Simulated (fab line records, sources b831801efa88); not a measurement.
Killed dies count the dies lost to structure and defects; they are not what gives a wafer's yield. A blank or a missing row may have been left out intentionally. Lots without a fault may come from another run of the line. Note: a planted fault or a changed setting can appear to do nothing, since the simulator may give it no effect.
The tool behind it: which one? :: flow gf180mcu :: 10 lots, 30 wafers sampled, at 1 step of a route of 602

## WHAT EACH GAUGE READ, for each wafer
GF_M5_CD_MEAS_07: target cd 280 nm.
lot: L809
measured: day 26 18:06
on: cd sem-02
cd nm (nm): 280.0 280.0 280.5

lot: L810
measured: day 26 21:59
on: cd sem-02
cd nm (nm): 282.6 282.3 281.7

lot: L814
measured: day 28 04:39
on: cd sem-02
cd nm (nm): 280.3 279.1 279.4

lot: L825
measured: day 31 22:59
on: cd sem-01
cd nm (nm): 280.6 280.4 279.8

lot: L826
measured: day 32 00:21
on: cd sem-02
cd nm (nm): 280.7 281.3 280.9

lot: L827
measured: day 32 07:21
on: cd sem-01
cd nm (nm): 282.1 280.4 280.2

lot: L828
measured: day 32 07:47
on: cd sem-02
cd nm (nm): 282.0 282.4 280.8

lot: L829
measured: day 32 12:30
on: cd sem-01
cd nm (nm): 279.1 278.4 278.5

lot: L831
measured: day 32 20:45
on: cd sem-01
cd nm (nm): 280.8 280.5 281.6

lot: L830
measured: day 32 23:10
on: cd sem-02
cd nm (nm): 281.4 281.6 281.1

## WHICH TOOL RAN EACH LOT (tool, then ch and the chambers of the sampled wafers, then the start)
No process step before these readings appears in the record.

## THE ANSWER, worked out from the rows above alone
Rule: usual is defined by the lots themselves. The widest of any qualifying gaps counts: lots, ordered by their means at a reading, are off when they make up no more than a third of the lots, leave a main group of 4 or more, and stand apart from it by 3 or more times the standard deviation of that group's means. The tables above print the reading to a certain number of digits; a main group whose means all agree to those digits is not used. Also off: a lot with no number at a reading for which 4 or more lots have one. The other lots that the step has rows for count as sound.
None of the lots is off at any reading shown; this tells nothing.

## WHAT THE SIMULATOR PUT IN
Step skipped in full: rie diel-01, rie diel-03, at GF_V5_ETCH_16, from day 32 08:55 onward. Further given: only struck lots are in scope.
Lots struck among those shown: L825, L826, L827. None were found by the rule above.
